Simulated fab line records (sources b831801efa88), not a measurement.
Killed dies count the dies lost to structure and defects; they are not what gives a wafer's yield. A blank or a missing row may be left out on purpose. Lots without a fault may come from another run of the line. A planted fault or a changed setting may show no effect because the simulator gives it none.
What tool caused it? | flow gf180mcu | 36 wafers from 12 lots sampled at 6 of the route's 602 steps

WHAT EACH GAUGE READ, for each wafer
GF_M1_CD_MEAS_14: the cd target is 230 nm. Usual: cd nm 229.9 nm, standard deviation 1.3.
lot  | measured     | on        | cd nm (nm)        | flag
L990 | day 16 22:41 | cd sem-01 | 231.2 231.0 231.0 |
L991 | day 17 09:01 | cd sem-02 | 230.5 230.4 231.2 |
L992 | day 17 18:51 | cd sem-01 | 231.1 231.4 230.7 |
L993 | day 18 05:22 | cd sem-02 | 229.0 228.8 228.8 |
L995 | day 19 00:04 | cd sem-02 | 228.0 229.0 228.5 |
L996 | day 19 10:10 | cd sem-02 | 230.4 229.4 229.5 |
L997 | day 19 20:25 | cd sem-01 | 230.7 231.1 230.0 |
L100 | day 21 02:46 | cd sem-02 | 232.2 231.6 231.4 |
L101 | day 21 05:24 | cd sem-01 | 228.3 228.0 228.2 |
L109 | day 24 01:21 | cd sem-01 | 229.2 230.4 230.0 |
L111 | day 24 19:10 | cd sem-01 | 229.6 228.8 231.0 |
L113 | day 25 02:19 | cd sem-01 | 228.4 229.9 229.8 |

GF_V1_THK_MEAS_01. Usual: for V1_CVD_00_THK the level is 599 nm and the standard deviation is 6.
lot  | measured     | on            | V1_CVD_00_THK (nm) | flag
L990 | day 16 23:34 | film metro-03 | 596 595 592        |
L991 | day 17 09:56 | film metro-02 | 603 606 608        |
L992 | day 17 19:45 | film metro-03 | 597 598 598        |
L993 | day 18 06:14 | film metro-03 | 589 588 586        |
L995 | day 19 00:56 | film metro-02 | 603 598 597        |
L996 | day 19 11:18 | film metro-03 | 1193 1203 1189     | OFF
L997 | day 19 21:19 | film metro-03 | 592 597 593        |
L100 | day 21 04:02 | film metro-02 | 1208 1207 1209     | OFF
L101 | day 21 06:25 | film metro-02 | 599 602 600        |
L109 | day 24 02:16 | film metro-02 | 598 601 604        |
L111 | day 24 20:06 | film metro-04 | 608 600 605        |
L113 | day 25 03:11 | film metro-03 | 599 608 603        |

GF_V1_BOW_MEAS_05. Usual: for V1_BOW the level is 80 um and the standard deviation is 6.6.
lot  | measured     | on            | V1_BOW (um) | flag
L990 | day 17 00:04 | film metro-04 | 96 78 81    |
L991 | day 17 10:25 | film metro-02 | 80 81 82    |
L992 | day 17 20:25 | film metro-02 | 81 89 85    |
L993 | day 18 06:45 | film metro-04 | 78 75 71    |
L995 | day 19 01:26 | film metro-03 | 76 79 91    |
L996 | day 19 11:49 | film metro-04 | 103 113 96  | OFF
L997 | day 19 21:48 | film metro-03 | 68 72 76    |
L100 | day 21 04:31 | film metro-02 | 108 112 99  | OFF
L101 | day 21 06:55 | film metro-04 | 77 86 84    |
L109 | day 24 02:45 | film metro-03 | 71 76 76    |
L111 | day 24 20:51 | film metro-02 | 78 85 74    |
L113 | day 25 03:43 | film metro-02 | 81 94 75    |

GF_M2_CD_MEAS_14: the cd target is 280 nm. Usual: cd nm 279.5 nm, standard deviation 1.5.
lot  | measured     | on        | cd nm (nm)        | flag
L990 | day 19 01:04 | cd sem-01 | 278.2 278.1 278.7 |
L991 | day 19 11:04 | cd sem-01 | 278.6 280.5 281.0 |
L992 | day 19 22:03 | cd sem-02 | 278.1 278.9 278.1 |
L993 | day 20 08:50 | cd sem-01 | 280.9 282.2 282.2 |
L995 | day 21 02:57 | cd sem-01 | 279.0 280.5 279.4 |
L996 | day 21 12:52 | cd sem-02 | 278.6 278.4 279.4 |
L997 | day 21 22:44 | cd sem-02 | 277.1 277.3 277.9 |
L100 | day 23 04:35 | cd sem-01 | 278.9 279.1 278.4 |
L101 | day 23 08:32 | cd sem-02 | 279.2 278.6 278.8 |
L109 | day 25 23:22 | cd sem-02 | 281.5 281.0 280.9 |
L111 | day 26 16:35 | cd sem-02 | 278.2 278.9 279.5 |
L113 | day 26 22:39 | cd sem-02 | 277.4 276.6 277.4 |

WHICH TOOL RAN EACH LOT (tool, then ch and the chambers of the sampled wafers, then the start)
lot  | GF_V1_CVD_00                     | GF_M2_SPUTTER_01
L990 | hdpcvd-01 ch 1,2, day 16 23:29   | pvd sputter-02, day 18 01:35
L991 | hdpcvd-02 ch 0,1,2, day 17 09:52 | pvd sputter-04, day 18 11:40
L992 | hdpcvd-01 ch 1,2, day 17 19:40   | pvd sputter-04, day 18 21:45
L993 | hdpcvd-02 ch 0,2, day 18 06:09   | pvd sputter-02, day 19 08:14
L995 | hdpcvd-01 ch 0,1,2, day 19 00:50 | pvd sputter-02, day 20 03:17
L996 | hdpcvd-01 ch 0,1,2, day 19 10:59 | pvd sputter-01, day 20 13:26
L997 | hdpcvd-01 ch 0,1,2, day 19 21:14 | pvd sputter-04, day 20 22:52
L100 | hdpcvd-02 ch 0,1, day 21 03:43   | pvd sputter-04, day 22 05:36
L101 | hdpcvd-02 ch 0,2, day 21 06:21   | pvd sputter-02, day 22 09:00
L109 | hdpcvd-01 ch 0,1,2, day 24 02:11 | pvd sputter-02, day 25 02:20
L111 | hdpcvd-02 ch 0,1, day 24 20:02   | pvd sputter-01, day 25 20:01
L113 | hdpcvd-02 ch 0,1,2, day 25 03:07 | pvd sputter-02, day 26 02:07
- GF_V1_CVD_00: deposits SiO2, target thk 600 nm, time 100 s.
- GF_M2_SPUTTER_01: material TiN, target thk 30 nm, time 25 s.

AS READ BY THE TOOLS THEMSELVES (means over the sampled wafers that have a number; for cases with no such wafer, the mark the record gives instead)
GF_V1_CVD_00. Usual: susceptor temp C 400.02 C, standard deviation 0.22.
lot  | tool      | susceptor temp C (C) | flag
L990 | hdpcvd-01 | 399.80               |
L991 | hdpcvd-02 | 399.99               |
L992 | hdpcvd-01 | 400.08               |
L993 | hdpcvd-02 | 399.99               |
L995 | hdpcvd-01 | 400.12               |
L996 | hdpcvd-01 | 399.99               |
L997 | hdpcvd-01 | 399.90               |
L100 | hdpcvd-02 | 400.02               |
L101 | hdpcvd-02 | 400.03               |
L109 | hdpcvd-01 | 399.97               |
L111 | hdpcvd-02 | 400.12               |
L113 | hdpcvd-02 | 400.09               |

GF_M2_SPUTTER_01. Usual: throttle valve pct 29.5 %, standard deviation 1.1.
lot  | tool           | throttle valve pct (%) | flag
L990 | pvd sputter-02 | 29.7                   |
L991 | pvd sputter-04 | 30.4                   |
L992 | pvd sputter-04 | 29.4                   |
L993 | pvd sputter-02 | 29.2                   |
L995 | pvd sputter-02 | 29.7                   |
L996 | pvd sputter-01 | 29.6                   |
L997 | pvd sputter-04 | 30.1                   |
L100 | pvd sputter-04 | 29.8                   |
L101 | pvd sputter-02 | 30.1                   |
L109 | pvd sputter-02 | 29.3                   |
L111 | pvd sputter-01 | 28.6                   |
L113 | pvd sputter-02 | 28.7                   |

THE ANSWER, worked out from the rows above alone
Rule: take the mean of a lot's wafers that have a number; if it is more than 3 standard deviations from the usual mean, the lot is off. A lot without any number at a reading at which 4 lots or more have one is off too. All remaining lots with rows at the step are treated as sound. The gauges are gone through in route order, then the tools' own readings, and for those a lot's mean is taken as printed above. The first step at which some lot is off is used, and at that step the reading that is off furthest; a lot without a number counts as furthest.
Off: L996, L100, seen at GF_V1_THK_MEAS_01 (V1_CVD_00_THK).
A tool fits if, at a process step before that reading, it ran every lot that is off, and no sound lot after the first of them. Those tools and the gauges at GF_V1_THK_MEAS_01 are tried in the same way. Not one of the candidates tried fits.

WHAT THE SIMULATOR HAD INSERTED
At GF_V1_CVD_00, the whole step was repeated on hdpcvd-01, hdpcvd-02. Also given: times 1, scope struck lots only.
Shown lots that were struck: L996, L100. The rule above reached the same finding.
